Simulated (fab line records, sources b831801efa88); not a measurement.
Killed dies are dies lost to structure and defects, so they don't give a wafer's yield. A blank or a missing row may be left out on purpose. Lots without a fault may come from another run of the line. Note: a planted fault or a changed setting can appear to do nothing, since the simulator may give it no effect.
fab line records -- flow sky130
record lots=6, wafers=18, lastDay=50
route steps=708 shown SONOS_ONO@184 GATE_OXIDE@187 PAD_OPEN@708
lots untouched by any fault: they come from a run of this same line in which no faults occurred
startH: start of the lot's first displayed wafer, in hours after the record's first day -- waitH: time in hours since the lot's previous step -- " as in the row above -- L1.1+2: several wafers, shown together as one row -- - no value, or no start was given -- * or withheld: withheld -- < > ~ a bound
route shown NAME@n: names a module that has steps shown in the file, with the first one's number in the route -- usual: mean/standard deviation of fault-free wafers -- same: alike in all rows -- chamber/n: place in a boat -- sites: the reading at each site -- _std_site: the values' standard deviation -- _edge_site: inner sites' mean taken away from outer sites' mean -- radiusMm: how far each site lies from the wafer's centre -- mask NAME#n: copy n -- behind: the tool/chamber that last shaped the wafer -- hold: cause of the lot's hold/its duration in hours/its outcome -- device: which transistor (n, p or np) failed to switch -- end of line: the same wafers' tests at the end of the route -- a step with no rows: only its recipe -- killed: the dies lost at the first sort to structure and to defects; this is not the yield of the wafer -- map: shows each die of a wafer: x if killed, . if not, _ if none is there
set.NAME: the setting the step ran with; set.NAME@STEP: the setting that earlier step ran with -- model.NAME: the simulator's own value behind a step, which no gauge read
lots at selected steps of the route; one table per step, one row per wafer
services: when a tool's chamber went out of use (startH, in hours from the record's first day, below 0 if earlier), for how many hours, and the reason
## steps
# step SKY_SONOS_ONO_WET_ETCH_16
# recipe chemistry=dHF, targetDepthNm=14, dry=n2Spin, target=SiO2, dilution=100:1, tempC=25, timeS=280
# step SKY_SONOS_ONO_STRIP_17
# recipe chemistry=O2/N2, powerW=1400, pressureMtorr=1500, platenTempC=withheld, o2FlowSccm=3000, n2FlowSccm=300, overashFraction=0.5
# usual drypumpMotorCurrentA=5.7/0.51, oesProductAu=0.710/0.0049, stripTimeToEndpointS=14.07/0.037
lot.wafer,tool,chamber,startH,waitH,drypumpMotorCurrentA,oesProductAu,rfHoursCounterH,stripTimeToEndpointS
L266.3,plasmaAsher-02,0,354.97,0.0,5.0,0.712,-,14.07
L266.4,plasmaAsher-02,1,354.97,0.0,6.1,0.710,-,14.06
L266.5,plasmaAsher-02,0,354.97,0.0,5.0,0.708,-,14.07
L268.1,plasmaAsher-02,0,371.72,0.0,5.0,0.706,25,14.03
L268.2,plasmaAsher-02,1,371.72,0.0,6.1,0.715,25,13.97
L268.3,plasmaAsher-02,0,371.72,0.0,5.0,0.711,-,14.04
L272.2,plasmaAsher-02,0,402.30,0.0,5.0,0.706,28,14.09
L272.3,plasmaAsher-02,1,402.30,0.0,6.1,0.706,-,14.09
L272.4,plasmaAsher-02,0,402.30,0.0,5.0,0.709,-,14.13
L273.1,plasmaAsher-01,0,413.04,0.0,6.3,0.710,71,14.10
L273.5,plasmaAsher-01,0,413.04,0.0,6.3,0.705,-,14.04
L273.6,plasmaAsher-01,1,413.04,0.0,5.6,0.699,-,14.07
L277.1,plasmaAsher-01,0,453.10,0.0,6.4,0.713,3,14.08
L277.2,plasmaAsher-01,1,453.10,0.0,5.7,0.708,3,14.02
L277.5,plasmaAsher-01,0,453.10,0.0,6.3,0.704,-,14.06
L280.1,plasmaAsher-02,0,498.60,0.0,5.0,0.712,37,14.05
L280.2,plasmaAsher-02,1,498.60,0.0,6.1,0.712,37,14.10
L280.4,plasmaAsher-02,0,498.60,0.0,5.0,0.710,-,14.10
# step SKY_SONOS_ONO_WET_ETCH_18
# recipe chemistry=H3PO4, targetDepthNm=15, target=Si3N4, tempC=160, timeS=172
# step SKY_GATE_OXIDE_CLEAN_00
# recipe chemistry=SC1/SC2, mix=1:4:20, tempC=70, timeS=150, dry=n2Spin
# step SKY_GATE_OXIDE_OXIDATION_01
# recipe tempC=900, ambient=O2, stabiliseS=600, purgeS=300, targetThkA=102.68, oxTimeS=1473
# step SKY_GATE_OXIDE_THK_MEAS_02
# recipe reads=SiO2_of_GATE_OXIDE_OXIDATION_01
# usual GATE_OXIDE_OXIDATION_00_THK=10.27/0.21
lot.wafer,tool,chamber,startH,waitH,GATE_OXIDE_OXIDATION_00_THK[nm]
L266.3,filmMetro-02,-,357.33,0.0,9.82
L266.4,filmMetro-02,-,357.33,0.0,9.97
L266.5,filmMetro-02,-,357.33,0.0,9.90
L268.1,filmMetro-02,-,374.10,0.0,10.56
L268.2,filmMetro-02,-,374.10,0.0,10.71
L268.3,filmMetro-02,-,374.10,0.0,10.66
L272.2,filmMetro-02,-,403.93,0.0,10.28
L272.3,filmMetro-02,-,403.93,0.0,10.21
L272.4,filmMetro-02,-,403.93,0.0,10.19
L273.1,filmMetro-04,-,416.05,0.0,10.31
L273.5,filmMetro-04,-,416.05,0.0,10.33
L273.6,filmMetro-04,-,416.05,0.0,10.43
L277.1,filmMetro-04,-,455.89,0.0,10.24
L277.2,filmMetro-04,-,455.89,0.0,10.29
L277.5,filmMetro-04,-,455.89,0.0,10.42
L280.1,filmMetro-04,-,500.21,0.0,10.21
L280.2,filmMetro-04,-,500.21,0.0,10.44
L280.4,filmMetro-04,-,500.21,0.0,10.55
# step SKY_GATE_OXIDE_DEHYDRATE_03
# recipe tempC=200, timeS=60
# step SKY_GATE_OXIDE_HMDS_04
# recipe primeTimeS=60, primeTempC=120
# step SKY_GATE_OXIDE_COAT_05
# recipe resist=NOVOLAK, spinRpm=3000, resistThkNm=1140
# step SKY_GATE_OXIDE_SOFTBAKE_06
# recipe tempC=90, timeS=60, resist=NOVOLAK
# step SKY_GATE_OXIDE_EXPOSE_07
# recipe maskId=LVOM, na=0.6, sourceShape=conventional, sigmaOuter=0.6, polarization=unpolarized, targetCdNm=600, doseMj=170
# step SKY_GATE_OXIDE_PEB_08
# recipe tempC=withheld, timeS=*, resist=NOVOLAK
# step SKY_GATE_OXIDE_DEVELOP_09
# recipe resist=NOVOLAK, developer=TMAH, developTimeS=60, devTempC=23
# usual chillPlateTempC=23.02/0.11, developerTempC=23.05/0.097
lot.wafer,tool,chamber,startH,waitH,chillPlateTempC,developerTempC
L266.3,lithoTrack-03,0,385.98,0.1,23.14,23.03
L266.4,lithoTrack-03,0,385.98,0.1,23.03,23.10
L266.5,lithoTrack-03,0,385.98,0.1,23.07,22.97
L268.1,lithoTrack-04,0,403.79,0.1,23.03,22.94
L268.2,lithoTrack-04,0,403.79,0.1,23.12,22.88
L268.3,lithoTrack-04,0,403.79,0.1,23.22,22.93
L272.2,lithoTrack-04,0,433.67,0.1,23.02,22.14
L272.3,lithoTrack-04,0,433.67,0.1,23.12,22.15
L272.4,lithoTrack-04,0,433.67,0.1,23.14,21.96
L273.1,lithoTrack-04,0,445.54,0.1,22.94,21.97
L273.5,lithoTrack-04,0,445.54,0.1,23.11,22.11
L273.6,lithoTrack-04,0,445.54,0.1,23.04,22.01
L277.1,lithoTrack-03,0,485.88,0.1,22.83,23.03
L277.2,lithoTrack-03,0,485.88,0.1,22.89,23.05
L277.5,lithoTrack-03,0,485.88,0.1,22.99,23.02
L280.1,lithoTrack-04,0,529.34,0.1,23.01,23.05
L280.2,lithoTrack-04,0,529.34,0.1,23.14,23.03
L280.4,lithoTrack-04,0,529.34,0.1,23.19,23.06
# step SKY_GATE_OXIDE_OVL_MEAS_10
# usual GATE_OXIDE_OVL=-0.2/1.4
lot.wafer,tool,chamber,startH,waitH,GATE_OXIDE_OVL[nm]
L266.3,overlay-01,-,386.09,0.1,-1.1
L266.4,overlay-01,-,386.09,0.1,-1.7
L266.5,overlay-01,-,386.09,0.1,1.3
L268.1,overlay-01,-,403.94,0.1,2.8
L268.2,overlay-01,-,403.94,0.1,1.6
L268.3,overlay-01,-,403.94,0.1,0.0
L272.2,overlay-01,-,433.80,0.1,-0.8
L272.3,overlay-01,-,433.80,0.1,-0.5
L272.4,overlay-01,-,433.80,0.1,-1.8
L273.1,overlay-01,-,445.69,0.1,0.4
L273.5,overlay-01,-,445.69,0.1,-0.2
L273.6,overlay-01,-,445.69,0.1,-0.4
L277.1,overlay-02,-,486.03,0.1,-1.9
L277.2,overlay-02,-,486.03,0.1,-1.3
L277.5,overlay-02,-,486.03,0.1,-1.3
L280.1,overlay-01,-,529.49,0.1,0.0
L280.2,overlay-01,-,529.49,0.1,1.1
L280.4,overlay-01,-,529.49,0.1,-0.2
# step SKY_PAD_OPEN_PROBE_99
# usual killed_at_M0_to_M3=45/6.8, killed_at_M4_up=3.1/2, killedAtContacts=23/5.2, killedAtFrontEnd=14/3.7, killedAtOther=0.3/0.61, killedDies=86/9, killedOnRim=17/3.9, killedOpen=46/6.9, killedShort=39/6.4
# same grossDies=492, killedAtBackSide=0
lot.wafer,tool,chamber,startH,waitH,killed_at_M0_to_M3,killed_at_M4_up,killedAtContacts,killedAtFrontEnd,killedAtOther,killedDies,killedOnRim,killedOpen,killedShort
L266.3,prober-02,-,1127.39,0.2,43,3,25,16,0,87,21,37,50
L266.4,prober-02,-,1127.44,0.2,48,6,18,17,0,89,18,44,45
L266.5,prober-02,-,1127.49,0.2,39,3,20,13,2,77,16,43,34
L268.1,prober-02,-,1139.16,0.1,48,2,23,14,1,88,19,43,45
L268.2,prober-02,-,1139.21,0.1,43,3,22,12,0,80,15,42,37
L268.3,prober-02,-,1139.26,0.2,37,1,31,14,0,83,20,55,28
L272.2,prober-02,-,1156.61,0.1,44,2,23,11,0,80,12,53,27
L272.3,prober-02,-,1156.66,0.2,34,2,21,22,1,80,19,46,34
L272.4,prober-02,-,1156.71,0.2,40,5,16,17,0,78,15,48,30
L273.1,prober-01,-,1165.30,0.1,50,4,23,22,0,99,24,55,44
L273.5,prober-01,-,1165.50,0.2,44,3,30,20,0,97,22,60,37
L273.6,prober-01,-,1165.55,0.2,43,3,29,14,0,89,11,54,35
L277.1,prober-01,-,1187.63,0.1,45,2,19,20,0,86,16,48,38
L277.2,prober-01,-,1187.68,0.1,44,9,32,19,1,105,24,49,56
L277.5,prober-01,-,1187.83,0.2,55,10,26,10,0,101,15,51,50
L280.1,prober-02,-,1209.11,0.1,41,5,21,12,1,80,17,44,36
L280.2,prober-02,-,1209.16,0.1,45,4,27,13,0,89,14,57,31
L280.4,prober-02,-,1209.26,0.2,57,4,25,16,0,102,16,49,52
# killed by level:class
L266.3 CONTACT:geometricParticle:open=10 VIA1:geometricParticle:short=10 VIA1:geometricParticle:open=9 METAL2:geometricParticle:short=7 METAL1:geometricParticle:short=6 LOCAL_INTERCONNECT:geometricParticle:short=5 FIELD_ISO:geometricParticle:short=4 POLY_GATE:geometricParticle:open=4
L266.4 CONTACT:geometricParticle:open=11 VIA2:geometricParticle:short=10 METAL1:geometricParticle:short=9 FIELD_ISO:geometricParticle:open=7 VIA1:geometricParticle:open=7 LI_CONTACT:geometricParticle:open=5 METAL2:geometricParticle:short=5 FIELD_ISO:geometricParticle:short=4
L266.5 VIA1:geometricParticle:open=8 VIA3:geometricParticle:open=7 CONTACT:geometricParticle:open=7 LOCAL_INTERCONNECT:geometricParticle:short=6 LI_CONTACT:geometricParticle:open=5 METAL1:geometricParticle:short=5 VIA2:geometricParticle:short=5 VIA2:geometricParticle:open=5
L268.1 VIA2:geometricParticle:open=11 CONTACT:geometricParticle:open=9 LI_CONTACT:geometricParticle:open=7 METAL1:geometricParticle:short=7 VIA1:geometricParticle:open=7 METAL2:geometricParticle:short=7 POLY_GATE:geometricParticle:short=5 FIELD_ISO:geometricParticle:short=4
L268.2 VIA1:geometricParticle:open=13 VIA3:geometricParticle:open=9 CONTACT:geometricParticle:open=7 METAL2:geometricParticle:short=6 LI_CONTACT:geometricParticle:open=5 POLY_GATE:geometricParticle:short=4 VIA1:geometricParticle:short=4 VIA3:geometricParticle:short=4
L268.3 CONTACT:geometricParticle:open=12 LI_CONTACT:geometricParticle:open=11 VIA1:geometricParticle:open=9 VIA2:geometricParticle:open=8 METAL1:geometricParticle:short=6 POLY_GATE:geometricParticle:open=5 POLY_GATE:geometricParticle:short=5 LOCAL_INTERCONNECT:geometricParticle:short=5
L272.2 VIA2:geometricParticle:open=10 VIA1:geometricParticle:open=10 LI_CONTACT:geometricParticle:open=7 CONTACT:geometricParticle:open=7 VIA3:geometricParticle:open=7 POLY_GATE:geometricParticle:open=6 CONTACT:geometricParticle:short=5 VIA1:geometricParticle:short=4
L272.3 VIA1:geometricParticle:open=10 LI_CONTACT:geometricParticle:open=9 POLY_GATE:geometricParticle:short=8 CONTACT:geometricParticle:open=7 FIELD_ISO:geometricParticle:open=5 CONTACT:geometricParticle:short=5 VIA3:geometricParticle:open=5 POLY_GATE:geometricParticle:open=4
L272.4 VIA2:geometricParticle:open=10 VIA3:geometricParticle:open=8 VIA1:geometricParticle:open=6 LI_CONTACT:geometricParticle:open=5 CONTACT:geometricParticle:open=5 POLY_GATE:geometricParticle:open=4 METAL1:geometricParticle:short=4 FIELD_ISO:geometricParticle:short=3
L273.1 METAL2:geometricParticle:short=10 LI_CONTACT:geometricParticle:open=9 FIELD_ISO:geometricParticle:open=8 VIA3:geometricParticle:open=8 CONTACT:geometricParticle:open=6 METAL1:geometricParticle:short=6 VIA2:geometricParticle:open=6 VIA1:geometricParticle:open=6
L273.5 VIA1:geometricParticle:open=12 CONTACT:geometricParticle:open=11 LI_CONTACT:geometricParticle:open=8 VIA3:geometricParticle:open=7 POLY_GATE:geometricParticle:open=5 CONTACT:geometricParticle:short=5 VIA2:geometricParticle:open=5 FIELD_ISO:geometricParticle:open=4
L273.6 CONTACT:geometricParticle:open=13 VIA1:geometricParticle:open=12 LI_CONTACT:geometricParticle:open=8 METAL2:geometricParticle:short=7 VIA2:geometricParticle:open=6 VIA3:geometricParticle:open=5 FIELD_ISO:geometricParticle:open=4 METAL1:geometricParticle:short=4
L277.1 METAL2:geometricParticle:short=10 VIA1:geometricParticle:open=9 CONTACT:geometricParticle:open=8 FIELD_ISO:geometricParticle:open=6 POLY_GATE:geometricParticle:open=6 LI_CONTACT:geometricParticle:short=5 VIA2:geometricParticle:open=5 METAL1:geometricParticle:short=4
L277.2 CONTACT:geometricParticle:open=10 VIA1:geometricParticle:open=8 METAL2:geometricParticle:short=8 LI_CONTACT:geometricParticle:open=7 METAL4:geometricParticle:short=7 FIELD_ISO:geometricParticle:short=6 POLY_GATE:geometricParticle:short=6 VIA2:geometricParticle:open=6
L277.5 VIA1:geometricParticle:open=13 VIA2:geometricParticle:open=9 VIA1:geometricParticle:short=8 METAL4:geometricParticle:short=7 CONTACT:geometricParticle:short=6 LI_CONTACT:geometricParticle:open=6 CONTACT:geometricParticle:open=6 VIA3:geometricParticle:open=6
L280.1 LI_CONTACT:geometricParticle:open=12 VIA3:geometricParticle:open=10 VIA2:geometricParticle:short=7 VIA1:geometricParticle:open=7 VIA3:geometricParticle:short=5 CONTACT:geometricParticle:open=4 METAL2:geometricParticle:short=4 FIELD_ISO:geometricParticle:open=3
L280.2 VIA3:geometricParticle:open=12 CONTACT:geometricParticle:open=11 VIA1:geometricParticle:open=11 FIELD_ISO:geometricParticle:open=6 LI_CONTACT:geometricParticle:open=6 LOCAL_INTERCONNECT:geometricParticle:short=5 VIA1:geometricParticle:short=5 VIA2:geometricParticle:open=5
L280.4 METAL2:geometricParticle:short=11 VIA1:geometricParticle:open=10 VIA2:geometricParticle:open=9 CONTACT:geometricParticle:open=8 VIA3:geometricParticle:open=7 FIELD_ISO:geometricParticle:short=5 LI_CONTACT:geometricParticle:open=5 LI_CONTACT:geometricParticle:short=5
## services
tool,chamber,startH,hours,kind
plasmaAsher-01,-,340.88,14.6,pm
plasmaAsher-01,-,421.25,9.0,pm
plasmaAsher-01,0,421.25,9.0,ventCycle
plasmaAsher-01,1,421.25,9.0,ventCycle
plasmaAsher-01,0,430.25,-,clean
plasmaAsher-01,1,430.25,-,clean
lithoTrack-04,-,473.25,-,consumableReplace:filter
plasmaAsher-02,-,514.41,2.8,pm
## key
firstSign step=SKY_GATE_OXIDE_DEVELOP_09, reading=developerTempC, direction=down, sigmas=10, usual=*, struck=*
effect none on later readings
metAt SKY_GATE_OXIDE_DEVELOP_09
struckWafers L272.2,L272.3,L272.4,L273.1,L273.5,L273.6
testerLeftOut L272,L273
onsetBetween 403.79 433.67
fault kind=processParameterDrift, tool=lithoTrack-04, chamber=-, onsetH=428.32, steps=SKY_GATE_OXIDE_DEVELOP_09, channel=devTempC, offset=*, shape=step, endH=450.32, actsIn=*, stated=*
# testerLeftOut: of these lots the tester's yield and bins aren't shown, on N5 and GAA mostly nor the transistor test; their killed dies are dies lost to structure and defects alone, not to doping, threshold or leakage, so they don't give the yield
